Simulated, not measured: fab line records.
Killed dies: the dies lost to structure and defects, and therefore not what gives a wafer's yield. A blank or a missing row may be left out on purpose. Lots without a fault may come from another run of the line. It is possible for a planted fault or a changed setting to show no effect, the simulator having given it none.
Matching of chambers :: flow sky130 :: rie diel-04 running SKY_VIA2_ETCH_15: 4 sister chambers
The step etches SiO2 in C4F8/O2/Ar, stops on TiN, target depth 546 nm, time 84 s. 14 wafers are shown with their chamber, then 7 later ones without.

WAFERS, EACH WITH ITS CHAMBER
wafer: L074.1
chamber: 0
oes product au (a.u.): 0.938
bias w (W): 1194

wafer: L074.2
chamber: 1
oes product au (a.u.): 0.940
bias w (W): 1198

wafer: L074.5
chamber: 2
oes product au (a.u.): 0.941
bias w (W): 1203

wafer: L076.1
chamber: 0
oes product au (a.u.): 0.937
bias w (W): 1200

wafer: L076.3
chamber: 1
oes product au (a.u.): 0.944
bias w (W): 1205

wafer: L076.5
chamber: 3
oes product au (a.u.): 0.939
bias w (W): 1203

wafer: L077.1
chamber: 2
oes product au (a.u.): 0.939
bias w (W): 1206

wafer: L077.4
chamber: 0
oes product au (a.u.): 0.937
bias w (W): 1205

wafer: L077.5
chamber: 0
oes product au (a.u.): 0.944
bias w (W): 1208

wafer: L085.1
chamber: 1
oes product au (a.u.): 0.937
bias w (W): 1203

wafer: L085.3
chamber: 3
oes product au (a.u.): 0.931
bias w (W): 1206

wafer: L085.4
chamber: 0
oes product au (a.u.): 0.939
bias w (W): 1201

wafer: L087.1
chamber: 1
oes product au (a.u.): 0.932
bias w (W): 1197

wafer: L087.2
chamber: 2
oes product au (a.u.): 0.946
bias w (W): 1199

SIGNATURES (means of the wafers above)
reading: oes product au
chamber 0: 0.93900
chamber 1: 0.93825
chamber 2: 0.94200
chamber 3: 0.93500
scatter within a chamber: 0.00411

reading: bias w
chamber 0: 1201.60
chamber 1: 1200.75
chamber 2: 1202.67
chamber 3: 1204.50
scatter within a chamber: 4.33
Rule: for each reading, subtract the chamber's mean from the wafer's reading, divide by that reading's scatter and square the result; add these up over the readings and take the root, which gives the wafer's distance from the chamber. The wafer belongs to the nearest chamber; if the next one is less than 2 further off, it can't be placed. The scatter is the square root of a quotient: the sum, over the shown wafers, of each reading's squared deviation from its chamber's mean, divided by wafers minus chambers.

WAFERS MISSING THEIR CHAMBER
wafer: L087.4
oes product au (a.u.): 0.942
bias w (W): 1199

wafer: L094.2
oes product au (a.u.): 0.940
bias w (W): 1196

wafer: L094.3
oes product au (a.u.): 0.948
bias w (W): 1197

wafer: L094.5
oes product au (a.u.): 0.940
bias w (W): 1199

wafer: L096.1
oes product au (a.u.): 0.937
bias w (W): 1200

wafer: L096.3
oes product au (a.u.): 0.935
bias w (W): 1203

wafer: L096.6
oes product au (a.u.): 0.928
bias w (W): 1205

EACH ONE'S CHAMBER
wafer: L087.4
from the rows above: can't be placed: 2 or 0 or 1 or 3
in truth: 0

wafer: L094.2
from the rows above: can't be placed: 1 or 0 or 2 or 3
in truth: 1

wafer: L094.3
from the rows above: can't be placed: 2 or 0 or 1 or 3
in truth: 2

wafer: L094.5
from the rows above: can't be placed: 1 or 0 or 2 or 3
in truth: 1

wafer: L096.1
from the rows above: can't be placed: 1 or 0 or 3 or 2
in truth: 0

wafer: L096.3
from the rows above: can't be placed: 3 or 1 or 0 or 2
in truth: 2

wafer: L096.6
from the rows above: can't be placed: 3 or 1 or 0 or 2
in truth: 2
0 of 7 placed correctly. These rows do not allow placing 7 (true chamber among the candidates in 7). 0 placed wrongly.
